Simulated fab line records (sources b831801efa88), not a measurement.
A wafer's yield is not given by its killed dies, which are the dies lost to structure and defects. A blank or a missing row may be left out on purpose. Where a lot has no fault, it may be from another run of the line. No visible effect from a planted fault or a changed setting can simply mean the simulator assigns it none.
Matching of chambers || flow sfq_line || 4 sister chambers for SFQ_TRILAYER_I4_CMP_CMP_100 on cmp-02
The step polishes SiO2. 15 wafers are shown with their chamber, then 7 later ones without.

## WAFERS PAIRED WITH THEIR CHAMBERS
{"wafer": "L712.1", "chamber": 3, "motor_current_A (A)": 9.1, "time_to_endpoint_s (s)": 214}
{"wafer": "L712.5", "chamber": 2, "motor_current_A (A)": 8.7, "time_to_endpoint_s (s)": 210}
{"wafer": "L712.6", "chamber": 1, "motor_current_A (A)": 11.1, "time_to_endpoint_s (s)": 222}
{"wafer": "L715.2", "chamber": 1, "motor_current_A (A)": 11.5, "time_to_endpoint_s (s)": 227}
{"wafer": "L715.5", "chamber": 0, "motor_current_A (A)": 10.1, "time_to_endpoint_s (s)": 221}
{"wafer": "L715.6", "chamber": 3, "motor_current_A (A)": 9.7, "time_to_endpoint_s (s)": 220}
{"wafer": "L718.2", "chamber": 2, "motor_current_A (A)": 9.2, "time_to_endpoint_s (s)": 204}
{"wafer": "L718.4", "chamber": 3, "motor_current_A (A)": 9.4, "time_to_endpoint_s (s)": 222}
{"wafer": "L718.6", "chamber": 1, "motor_current_A (A)": 11.2, "time_to_endpoint_s (s)": 230}
{"wafer": "L719.2", "chamber": 1, "motor_current_A (A)": 11.4, "time_to_endpoint_s (s)": 222}
{"wafer": "L719.4", "chamber": 2, "motor_current_A (A)": 9.4, "time_to_endpoint_s (s)": 209}
{"wafer": "L719.6", "chamber": 2, "motor_current_A (A)": 9.3, "time_to_endpoint_s (s)": 210}
{"wafer": "L720.4", "chamber": 0, "motor_current_A (A)": 9.9, "time_to_endpoint_s (s)": 217}
{"wafer": "L731.1", "chamber": 0, "motor_current_A (A)": 10.4, "time_to_endpoint_s (s)": 211}
{"wafer": "L731.4", "chamber": 3, "motor_current_A (A)": 9.4, "time_to_endpoint_s (s)": 217}

SIGNATURES (means of the wafers above)
{"reading": "motor_current_A", "chamber 0": 10.133, "chamber 1": 11.300, "chamber 2": 9.150, "chamber 3": 9.400, "scatter within a chamber": 0.252}
{"reading": "time_to_endpoint_s", "chamber 0": 216.33, "chamber 1": 225.25, "chamber 2": 208.25, "chamber 3": 218.25, "scatter within a chamber": 3.8}
Rule: a wafer lies at a distance from a chamber equal to the root of the sum of squares, over the readings, of (its reading less the chamber's mean, divided by the reading's scatter). The wafer belongs to the nearest chamber; if the next one is less than 2 further off, it can't be placed. The scatter: the root of (the sum of the squares of (reading less its chamber's mean) over the shown wafers, divided by (wafers less chambers)).

## WAFERS WHOSE CHAMBER IS MISSING
{"wafer": "L731.5", "motor_current_A (A)": 11.7, "time_to_endpoint_s (s)": 227}
{"wafer": "L732.4", "motor_current_A (A)": 9.1, "time_to_endpoint_s (s)": 237}
{"wafer": "L732.2", "motor_current_A (A)": 10.2, "time_to_endpoint_s (s)": 220}
{"wafer": "L732.3", "motor_current_A (A)": 11.3, "time_to_endpoint_s (s)": 230}
{"wafer": "L733.1", "motor_current_A (A)": 10.2, "time_to_endpoint_s (s)": 217}
{"wafer": "L733.3", "motor_current_A (A)": 9.6, "time_to_endpoint_s (s)": 229}
{"wafer": "L733.5", "motor_current_A (A)": 9.2, "time_to_endpoint_s (s)": 232}

## CHAMBER TAKEN BY EACH
{"wafer": "L731.5", "from the rows above": 1, "in truth": 1}
{"wafer": "L732.4", "from the rows above": "can't be placed: 3 or 0", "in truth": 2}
{"wafer": "L732.2", "from the rows above": 0, "in truth": 0}
{"wafer": "L732.3", "from the rows above": 1, "in truth": 1}
{"wafer": "L733.1", "from the rows above": 0, "in truth": 0}
{"wafer": "L733.3", "from the rows above": "can't be placed: 3 or 0", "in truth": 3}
{"wafer": "L733.5", "from the rows above": "can't be placed: 3 or 0", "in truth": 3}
4 of 7 placed correctly. Can't be placed from these rows: 3 (the true chamber is among the candidates in 2). Number placed wrongly: 0.
